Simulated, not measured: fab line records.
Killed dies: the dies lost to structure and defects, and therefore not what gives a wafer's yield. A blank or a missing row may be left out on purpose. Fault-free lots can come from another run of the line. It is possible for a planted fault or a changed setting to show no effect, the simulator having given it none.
8D (eight disciplines) problem report, filled in by code + flow sky130 + the parts of the form that need people (team, actions taken, sign-off) are left out

## 1. WHAT WENT WRONG
CAPM_CVD_00_THK at SKY_CAPM_THK_MEAS_01 reads a mean of 27.90 nm on 1 wafer of 1 lot; wafers without a fault read 15.57 nm with a standard deviation of 0.24. That puts it +51 standard deviations away from the usual mean.
The first sign was on wafer L525.6 at day 41 00:27, on film metro-01. Wafers with a number at this step in the record: 33, from 11 lots. The rule behind "out" and "out of limits": a value lying over 4 standard deviations away from the usual mean. The rest of the wafers with a number are treated as sound.

## 2. WHAT IT IS AND WHAT IT IS NOT
| question                    | is                | is not                                                                          |
|-----------------------------|-------------------|---------------------------------------------------------------------------------|
| which readings at this step | CAPM_CVD_00_THK   | -                                                                               |
| which lots                  | L525              | L510, L511, L512, L514, L515, L516, L519, L528, L529, L531                      |
| which wafers of those lots  | L525.6            | L525.1, L525.5                                                                  |
| read on which gauges        | film metro-01     | film metro-02, film metro-04                                                    |
| when                        | from day 41 00:27 | up to then (23 sound wafers); but 9 sound wafers of L528, L529, L531 came after |

## 3. SUSPECTS, AND WHAT RULES EACH OUT
Counting: a tool at a process step up to the reading stays a suspect if it ran every lot that is out. Sound lots after the first of them don't rule it out here, since some wafers of a struck lot are sound.
- the gauge at SKY_CAPM_THK_MEAS_01: ruled out. All the wafers that are out were read on film metro-01, but those of them that SKY_METAL3_ETCH_17 has rows for are out there too, on other tools.
- plasma asher-04 at SKY_POLY_CUT_STRIP_12 (strips in O2/N2): kept. L525, the lot that is out, went through it at day 29 13:35; up to then, the latest sound lot through it was L516 at day 26 11:17.
- rtp anneal-02 at SKY_SD_N_RTA_14 (time 2 s): kept. L525, the lot that is out, went through it at day 32 20:28; up to then, the latest sound lot through it was L519 at day 31 01:50.
- pecvd-03 at SKY_CAPM_CVD_00 (deposits SiO2, target thk 15.5 nm): kept. L525, the lot that is out, went through it at day 41 00:26; up to then, the latest sound lot through it was L519 at day 39 06:33.
- Within plasma asher-04 at SKY_POLY_CUT_STRIP_12: the wafers that are out ran in chamber 1; their sound lot-mates ran in chamber 0.
- At SKY_CAPM_CVD_00, inside pecvd-03: chamber 0 took the wafers that are out, while their sound lot-mates went through chambers 1, 2.
Still standing after the count: plasma asher-04 at SKY_POLY_CUT_STRIP_12, rtp anneal-02 at SKY_SD_N_RTA_14, pecvd-03 at SKY_CAPM_CVD_00.

## 4. THE CAUSE (what the simulator had put in)
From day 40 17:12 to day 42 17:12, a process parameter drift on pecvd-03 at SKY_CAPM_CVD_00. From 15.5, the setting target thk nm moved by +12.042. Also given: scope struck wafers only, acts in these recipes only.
Counting leaves 3 suspects; this tool is one of them.

## 5. THE CHAIN OF EFFECTS, in route order
Each row: a reading where the mean over the struck wafers with a number is more than 3 standard deviations away from the usual. Only readings for which the record gives a usual standard deviation are gone through. hours: the time from each lot's start at the first step in this table that gives one to its start at this step, as a median over the lots. sigmas: the change in usual standard deviations.
| hours | step                 | reading         | usual      | on struck wafers | change | sigmas |
|-------|----------------------|-----------------|------------|------------------|--------|--------|
| 0     | SKY_CAPM_THK_MEAS_01 | CAPM_CVD_00_THK | 15.57 nm   | 27.90            | +12.33 | +51    |
| 50    | SKY_METAL3_ETCH_17   | oes product au  | 0.756 a.u. | 0.996            | +0.240 | +32    |
It contains these process steps:
- SKY_METAL3_ETCH_17: etches SiO2 in C4F8/O2/Ar, stops on TiN, time 3.9 s, target depth 15 nm.

## 6. WHAT WOULD HAVE CAUGHT IT SOONER
The first out-of-limits reading at a measuring or inspecting step in this record came at day 41 00:27, 7 hours after the fault's start at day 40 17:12.
No tool reading at SKY_CAPM_CVD_00 that has a usual standard deviation in the record was out on any struck wafer, so an alarm limit of 4 standard deviations on those readings would not have fired.
By day 41 00:27, every lot that is out (1) had started SKY_CAPM_CVD_00 on pecvd-03. A hold on the tool at that time would have spared none of them.
